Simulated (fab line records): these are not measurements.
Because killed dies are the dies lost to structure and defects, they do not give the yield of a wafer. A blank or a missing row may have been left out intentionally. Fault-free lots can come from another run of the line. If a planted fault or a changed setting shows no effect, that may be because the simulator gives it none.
2 desks, one fault    flow gf180mcu    what lay behind the numbers comes last; until then each desk has only its own

## DESK OF THE TOOL OWNER: cvd-w-01
The tool's own readings at GF_V2_CVD_23 (deposits W, target thk 350 nm, time 104.94 s): means of the sampled wafers that have a number, for each lot that ran on this tool. A lot is out of limits, marked OUT, if its mean lies more than 4 standard deviations from the usual mean; the brackets give that distance.
Columns: A = chamber-pressure-Torr at GF_V2_CVD_23, usual 40.00 Torr; B = heater-power-w at GF_V2_CVD_23, usual 896 W
lot   first seen here  A                 B
L671  day 21 15:17     39.95             904
L672  day 21 22:29     40.01             953
L674  day 22 14:18     40.81 (+8.4) OUT  887
L684  day 26 01:34     40.12             880
L685  day 26 08:17     40.05             923
L688  day 27 06:26     40.01             877
L689  day 27 10:33     39.99             869
L690  day 27 21:31     40.01             909
This desk's verdict: out of limits on L674, starting with L674 at day 22 14:18 (chamber-pressure-Torr at GF_V2_CVD_23). L671, L672, L684, L685, L688, L689, L690 stayed within limits.

## AT THE METROLOGY DESK
What the gauges read for every lot (on any tool): the sampled wafers with a number, averaged. A lot is out of limits, marked OUT, if its mean lies more than 4 standard deviations from the usual mean; the brackets give that distance.
Columns: A = V2_W_THK at GF_V2_THK_MEAS_25, usual 344 nm
lot   first seen here  A
L668  day 20 03:40     341
L670  day 21 01:46     345
L671  day 21 15:30     341
L672  day 21 22:44     334
L673  day 22 09:05     346
L674  day 22 14:31     341
L678  day 24 01:19     337
L684  day 26 01:49     344
L685  day 26 08:31     338
L686  day 26 18:33     341
L688  day 27 06:41     348
L689  day 27 10:47     342
L690  day 27 21:46     349
This desk's verdict: no lot among the 13 shows anything out of limits.

## PUT TOGETHER
The tool owner's desk had the chance to raise an alarm at day 22 14:18 on L674.
At the metrology desk, nothing out of limits was observed.
The metrology desk holds a record of L674, inside its limits.
Every lot named ran GF_V2_CVD_23 on cvd-w-01.

## WHAT THE SIMULATOR HAD INSERTED
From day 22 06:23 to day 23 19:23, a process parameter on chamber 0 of cvd-w-01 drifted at GF_V2_CVD_23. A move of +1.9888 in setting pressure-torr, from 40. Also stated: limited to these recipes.
Lots struck among those shown: L674.
Hours from the fault's start to each desk's first reading out of limits: the tool owner's desk, 8.
